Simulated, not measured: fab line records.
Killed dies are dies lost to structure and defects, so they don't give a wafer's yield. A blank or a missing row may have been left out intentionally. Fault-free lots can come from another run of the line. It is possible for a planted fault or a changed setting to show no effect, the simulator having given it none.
Chamber matching | flow gf180mcu | cmp-02 running GF_V2_CMP_26: 4 sister chambers
The step polishes, stops on SiO2, t overpolish 15 s, target thk 0 nm. 22 wafers are shown with their chamber, then 11 later ones without.

## WAFERS, EACH WITH ITS CHAMBER
wafer  | chamber | motor current A (A) | edge zone pressure frac | time to endpoint s (s)
L077.3 | 3       | 12.2                | 0.995                   | 86.8
L077.5 | 2       | 11.8                | 0.996                   | 82.7
L077.6 | 3       | 11.8                | 1.002                   | 84.5
L078.3 | 3       | 11.8                | 0.989                   | 81.9
L078.5 | 3       | 11.9                | 0.996                   | 83.7
L078.6 | 0       | 10.3                | 1.005                   | 83.0
L079.2 | 0       | 10.0                | 1.000                   | 81.0
L079.3 | 3       | 11.8                | 1.004                   | 77.3
L079.5 | 2       | 11.9                | 1.002                   | 79.1
L081.1 | 0       | 10.1                | 1.003                   | 84.4
L081.2 | 2       | 12.2                | 1.009                   | 82.0
L081.3 | 1       | 10.3                | 1.001                   | 88.8
L082.3 | 3       | 12.3                | 0.995                   | 80.8
L082.5 | 2       | 12.6                | 0.997                   | 81.8
L082.6 | 1       | 9.9                 | 0.998                   | 81.2
L085.1 | 3       | 11.5                | 1.000                   | 81.2
L085.3 | 0       | 9.9                 | 1.003                   | 80.1
L085.4 | 2       | 12.1                | 1.012                   | 79.3
L088.1 | 3       | 12.0                | 0.999                   | 83.8
L088.2 | 2       | 11.7                | 0.996                   | 85.5
L088.6 | 3       | 11.8                | 1.002                   | 83.9
L091.1 | 2       | 12.4                | 1.007                   | 81.3

SIGNATURES, as means of the wafers listed above
reading                 | chamber 0 | chamber 1 | chamber 2 | chamber 3 | scatter within a chamber
motor current A         | 10.075    | 10.100    | 12.100    | 11.900    | 0.265
edge zone pressure frac | 1.00275   | 0.99950   | 1.00271   | 0.99800   | 0.00506
time to endpoint s      | 82.125    | 85.000    | 81.671    | 82.656    | 2.66
Rule: a wafer's distance from a chamber is the root of the sum, over the readings, of the square of ((its reading less the chamber's mean) divided by the reading's scatter). If the next closest chamber is less than 2 further off than the closest, the wafer can't be placed; otherwise it belongs to the closest. The scatter is the square root of a quotient: the sum, over the shown wafers, of each reading's squared deviation from its chamber's mean, divided by wafers minus chambers.

## WAFERS WITHOUT THEIR CHAMBER
wafer  | motor current A (A) | edge zone pressure frac | time to endpoint s (s)
L091.2 | 10.6                | 0.999                   | 82.5
L091.4 | 11.9                | 0.999                   | 83.0
L094.1 | 11.6                | 1.006                   | 83.5
L094.4 | 11.7                | 0.997                   | 84.1
L094.6 | 11.7                | 0.997                   | 85.0
L095.2 | 10.0                | 0.999                   | 82.3
L095.4 | 11.9                | 0.999                   | 84.9
L095.6 | 10.1                | 0.996                   | 81.2
L096.2 | 10.3                | 1.001                   | 82.8
L096.3 | 9.9                 | 1.006                   | 82.9
L096.5 | 12.5                | 0.998                   | 77.6

## THE CHAMBER EACH PASSED THROUGH
wafer  | from the rows above     | in truth
L091.2 | can't be placed: 1 or 0 | 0
L091.4 | can't be placed: 3 or 2 | 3
L094.1 | can't be placed: 3 or 2 | 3
L094.4 | can't be placed: 3 or 2 | 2
L094.6 | can't be placed: 3 or 2 | 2
L095.2 | can't be placed: 0 or 1 | 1
L095.4 | can't be placed: 3 or 2 | 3
L095.6 | can't be placed: 0 or 1 | 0
L096.2 | can't be placed: 0 or 1 | 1
L096.3 | can't be placed: 0 or 1 | 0
L096.5 | can't be placed: 2 or 3 | 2
Correct placement for 0 of the 11. Not placeable from these rows: 11 (in 11, the candidates include the true chamber). Number placed wrongly: 0.
